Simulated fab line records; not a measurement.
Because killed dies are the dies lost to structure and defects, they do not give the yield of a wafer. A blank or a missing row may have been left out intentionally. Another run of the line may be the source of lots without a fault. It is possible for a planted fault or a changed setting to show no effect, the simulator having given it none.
Which of the tools did it? | flow gf180mcu | 39 wafers sampled from 13 lots at 1 step of a route of 602

WHAT EACH GAUGE READ, for each wafer
GF_MIM_RS_MEAS_10: measures by four-point-probe.
lot  | measured     | on            | MIM_ALCU_RS (ohm/sq)
L214 | day 24 11:19 | film metro-02 | 0.1635 0.1625 0.1604
L216 | day 25 03:00 | film metro-01 | 0.1614 0.1604 0.1624
L217 | day 25 15:01 | film metro-01 | 0.1630 0.1646 0.1647
L218 | day 25 22:04 | film metro-01 | 0.1640 0.1618 0.1632
L219 | day 26 07:26 | film metro-03 | 0.1623 0.1614 0.1623
L220 | day 26 12:35 | film metro-03 | 0.1602 0.1606 0.1616
L223 | day 27 19:54 | film metro-01 | 0.1607 0.1636 0.1614
L224 | day 28 02:42 | film metro-03 | 0.1605 0.1602 0.1598
L225 | day 28 07:37 | film metro-03 | 0.1617 0.1639 0.1619
L228 | day 29 01:24 | film metro-01 | 0.1641 0.1625 0.1639
L231 | day 29 22:38 | film metro-01 | 0.1592 0.1584 0.1586
L235 | day 31 02:47 | film metro-03 | 0.1581 0.1575 0.1592
L236 | day 31 05:17 | film metro-02 | 0.1606 0.1592 0.1596

WHICH TOOL RAN EACH LOT (tool, then ch and the chambers of the sampled wafers, then the start)
Before these readings, the record contains no process step.

WHAT THE TOOLS THEMSELVES READ (means of the sampled wafers that have a number; where no wafer has one, the mark that the record gives instead)
The record holds no such reading with a usual standard deviation.

THE ANSWER, worked out from the rows above alone
Rule: what is usual is taken from the lots themselves. The widest of any qualifying gaps counts: lots, ordered by their means at a reading, are off when they make up no more than a third of the lots, leave a main group of 4 or more, and stand apart from it by 3 or more times the standard deviation of that group's means. If all means in a main group match to the digits the tables above print for the reading, that group is not used. Also off: a lot with no number at a reading for which 4 or more lots have one. Where the step has rows for the other lots, those lots are counted as sound. After the gauges, taken in route order, come the tools' own readings; for these a lot's mean is taken, as printed above. The first step at which some lot is off is used, and at that step the reading that is off furthest; a lot without a number counts as furthest.
No lot is off on any of the readings shown, so nothing can be concluded from this.

WHAT THE SIMULATOR HAD PUT IN
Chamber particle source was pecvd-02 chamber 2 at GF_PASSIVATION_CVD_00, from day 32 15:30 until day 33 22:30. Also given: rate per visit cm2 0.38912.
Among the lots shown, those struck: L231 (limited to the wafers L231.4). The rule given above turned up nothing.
